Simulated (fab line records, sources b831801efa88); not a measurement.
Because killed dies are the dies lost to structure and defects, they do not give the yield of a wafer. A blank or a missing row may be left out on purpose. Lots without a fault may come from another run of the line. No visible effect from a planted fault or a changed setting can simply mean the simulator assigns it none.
Which of the tools did it? | flow sky130 | Sampling: 12 lots, 36 wafers, 5 of 708 route steps

WHAT THE GAUGES READ, wafer by wafer
SKY_NWELL_RS_MEAS_31: measurement is done with a four-point probe. Usual: PWDE_RS typically reads 5279 ohm/sq, with standard deviation 21.
lot  | measured     | on            | PWDE_RS (ohm/sq) | flag
L546 | day 6 08:17  | film metro-04 | 5301 5284 5292   |
L547 | day 6 15:14  | film metro-04 | 5280 5298 5312   |
L549 | day 7 04:37  | film metro-03 | 5242 5233 5247   |
L551 | day 7 13:25  | film metro-03 | 5220 5249 5237   |
L552 | day 7 20:30  | film metro-04 | 5315 5296 5297   |
L556 | day 8 20:41  | film metro-02 | 5282 5303 5308   |
L557 | day 9 05:41  | film metro-04 | 5259 5266 5275   |
L558 | day 9 12:05  | film metro-03 | 5405 5420 5378   | OFF
L559 | day 9 18:24  | film metro-02 | 5409 5410 5424   | OFF
L560 | day 9 19:04  | film metro-03 | 5392 5388 5375   | OFF
L563 | day 10 23:26 | film metro-02 | 5249 5264 5270   |
L565 | day 11 08:35 | film metro-03 | 5291 5278 5281   |

SKY_POLY_CUT_CD_MEAS_08: target cd 270 nm. Usual: 270.0 nm for cd nm, sd 1.7.
lot  | measured     | on        | cd nm (nm)        | flag
L546 | day 25 17:58 | cd sem-02 | 270.1 269.3 268.6 |
L547 | day 26 06:05 | cd sem-02 | 271.2 270.8 271.9 |
L549 | day 27 00:23 | cd sem-02 | 269.9 270.2 269.3 |
L551 | day 27 10:53 | cd sem-02 | 270.1 269.5 271.0 |
L552 | day 28 02:46 | cd sem-01 | 271.2 272.1 270.7 |
L556 | day 29 01:56 | cd sem-01 | 272.2 272.1 270.1 |
L557 | day 29 18:40 | cd sem-02 | 268.3 270.1 269.5 |
L558 | day 30 06:41 | cd sem-02 | 272.7 271.5 271.2 |
L559 | day 30 10:56 | cd sem-02 | 269.3 269.8 269.6 |
L560 | day 30 12:30 | cd sem-02 | 270.0 268.6 269.4 |
L563 | day 31 19:02 | cd sem-02 | 271.2 270.2 270.0 |
L565 | day 32 09:45 | cd sem-02 | 267.3 269.6 269.0 |

SKY_CONTACT_THK_MEAS_01. Usual: CONTACT_CVD_00_THK typically reads 74.8 nm, with standard deviation 0.99.
lot  | measured     | on            | CONTACT_CVD_00_THK (nm) | flag
L546 | day 31 17:58 | film metro-04 | 73.2 72.8 74.1          |
L547 | day 32 03:16 | film metro-01 | 74.0 73.1 75.3          |
L549 | day 32 23:50 | film metro-01 | 74.9 75.1 74.5          |
L551 | day 33 08:31 | film metro-01 | 74.0 75.4 76.5          |
L552 | day 33 21:52 | film metro-01 | 75.7 76.5 76.9          |
L556 | day 34 20:59 | film metro-03 | 75.8 74.6 75.9          |
L557 | day 35 12:55 | film metro-01 | 75.1 74.7 76.0          |
L558 | day 35 23:05 | film metro-01 | 73.9 74.2 74.2          |
L559 | day 36 05:04 | film metro-01 | 74.7 75.2 75.6          |
L560 | day 36 08:43 | film metro-04 | 74.1 76.1 74.7          |
L563 | day 37 12:53 | film metro-03 | 75.0 76.0 76.4          |
L565 | day 38 02:20 | film metro-03 | 74.0 75.3 75.9          |

EACH LOT AND THE TOOL THAT RAN IT (in order: tool; ch and the chambers of the sampled wafers; start)
lot  | SKY_PWDE_IMPLANT_08            | SKY_POLY_GATE_ETCH_15
L546 | implanter-04 ch 0, day 4 19:50 | rie diel-02 ch 1,3, day 17 22:14
L547 | implanter-04 ch 0, day 5 00:52 | rie diel-03 ch 0,1,3, day 18 11:56
L549 | implanter-04 ch 0, day 5 13:49 | rie diel-04 ch 1,2,3, day 19 04:53
L551 | implanter-03 ch 0, day 5 23:01 | rie diel-02 ch 1,3, day 19 19:02
L552 | implanter-03 ch 0, day 6 04:54 | rie diel-04 ch 0,3, day 20 08:56
L556 | implanter-04 ch 0, day 7 03:45 | rie diel-04 ch 0,1,3, day 21 11:50
L557 | implanter-04 ch 0, day 7 11:11 | rie diel-04 ch 0,1,2, day 22 05:16
L558 | implanter-04 ch 0, day 7 16:45 | rie diel-03 ch 0,1,2, day 22 17:16
L559 | implanter-04 ch 0, day 7 22:25 | rie diel-02 ch 1,2, day 23 00:29
L560 | implanter-04 ch 0, day 8 00:20 | rie diel-04 ch 0,3, day 23 01:08
L563 | implanter-01 ch 0, day 9 01:41 | rie diel-04 ch 0,1,2, day 24 10:08
L565 | implanter-01 ch 0, day 9 09:23 | rie diel-04 ch 0,2,3, day 25 04:29
- SKY_PWDE_IMPLANT_08
- SKY_POLY_GATE_ETCH_15: etches BARC in N2/H2, stops on SiO2, time 118.5 s, target depth 110 nm.

AS READ BY THE TOOLS THEMSELVES (means over the sampled wafers that have a number; for cases with no such wafer, the mark the record gives instead)
SKY_PWDE_IMPLANT_08. Usual: 3.599e+12 for dose ions cm2, sd 3.6e+09.
lot  | tool         | dose ions cm2 | flag
L546 | implanter-04 | 3.598e+12     |
L547 | implanter-04 | 3.602e+12     |
L549 | implanter-04 | 3.596e+12     |
L551 | implanter-03 | 3.600e+12     |
L552 | implanter-03 | 3.600e+12     |
L556 | implanter-04 | 3.594e+12     |
L557 | implanter-04 | 3.599e+12     |
L558 | implanter-04 | 3.498e+12     | OFF
L559 | implanter-04 | 3.495e+12     | OFF
L560 | implanter-04 | 3.500e+12     | OFF
L563 | implanter-01 | 3.600e+12     |
L565 | implanter-01 | 3.597e+12     |

SKY_POLY_GATE_ETCH_15. Usual: drypump motor current A 5.7 A, standard deviation 0.48; h2 flow sccm 200.0 sccm, standard deviation 0.54; oes product au 0.716 a.u., standard deviation 0.0045; throttle valve pct 13.213 %, standard deviation 0.0095.
lot  | tool        | drypump motor current A (A) | h2 flow sccm (sccm) | oes product au (a.u.) | throttle valve pct (%) | flag
L546 | rie diel-02 | 6.2                         | 199.9               | 0.713                 | 13.211                 |
L547 | rie diel-03 | 5.4                         | 199.3               | 0.718                 | 13.226                 |
L549 | rie diel-04 | 5.4                         | 199.6               | 0.715                 | 13.212                 |
L551 | rie diel-02 | 6.2                         | 200.4               | 0.721                 | 13.214                 |
L552 | rie diel-04 | 6.1                         | 200.1               | 0.720                 | 13.212                 |
L556 | rie diel-04 | 5.8                         | 199.8               | 0.721                 | 13.215                 |
L557 | rie diel-04 | 5.6                         | 200.1               | 0.718                 | 13.217                 |
L558 | rie diel-03 | 5.5                         | 200.1               | 0.715                 | 13.214                 |
L559 | rie diel-02 | 5.8                         | 200.1               | 0.717                 | 13.204                 |
L560 | rie diel-04 | 5.9                         | 200.9               | 0.717                 | 13.201                 |
L563 | rie diel-04 | 5.6                         | 199.7               | 0.716                 | 13.215                 |
L565 | rie diel-04 | 5.7                         | 200.0               | 0.714                 | 13.214                 |

THE ANSWER, worked out from the rows above alone
Rule: take the mean of a lot's wafers that have a number; if it is more than 3 standard deviations from the usual mean, the lot is off. A lot without any number at a reading at which 4 lots or more have one is off too. The other lots that the step has rows for count as sound. First the gauges in route order, then the tools' own readings, where a lot's mean is used as printed above. At the first step where some lot is off, the reading lying furthest off is the one used; lots without a number count as furthest.
Off: L558, L559, L560, at SKY_NWELL_RS_MEAS_31 (PWDE_RS).
If a tool, at a process step before that reading, ran all the lots that are off and no sound lot after the first of them, it fits. The gauges at SKY_NWELL_RS_MEAS_31 aren't tried: what is off there is off at SKY_PWDE_IMPLANT_08 too, on other tools, and a gauge's error can't cause that. One fits: implanter-04 at SKY_PWDE_IMPLANT_08. Its last sound lot is L557 (day 7 11:11), its first lot that is off L558 (day 7 16:45): a fault that began between those two fits.
On the lots that are off, the tool's own readings at SKY_PWDE_IMPLANT_08 differ by more than 5 times the standard deviation of the sound lots' means, which bears it out; dose ions cm2 reads 3.498e+12 there versus 3.598e+12 on the sound lots.

WHAT THE SIMULATOR HAD PUT IN
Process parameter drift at SKY_PWDE_IMPLANT_08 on implanter-04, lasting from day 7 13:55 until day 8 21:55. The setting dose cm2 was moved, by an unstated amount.
Struck lots among those shown: L558, L559, L560. Same finding as the rule above.
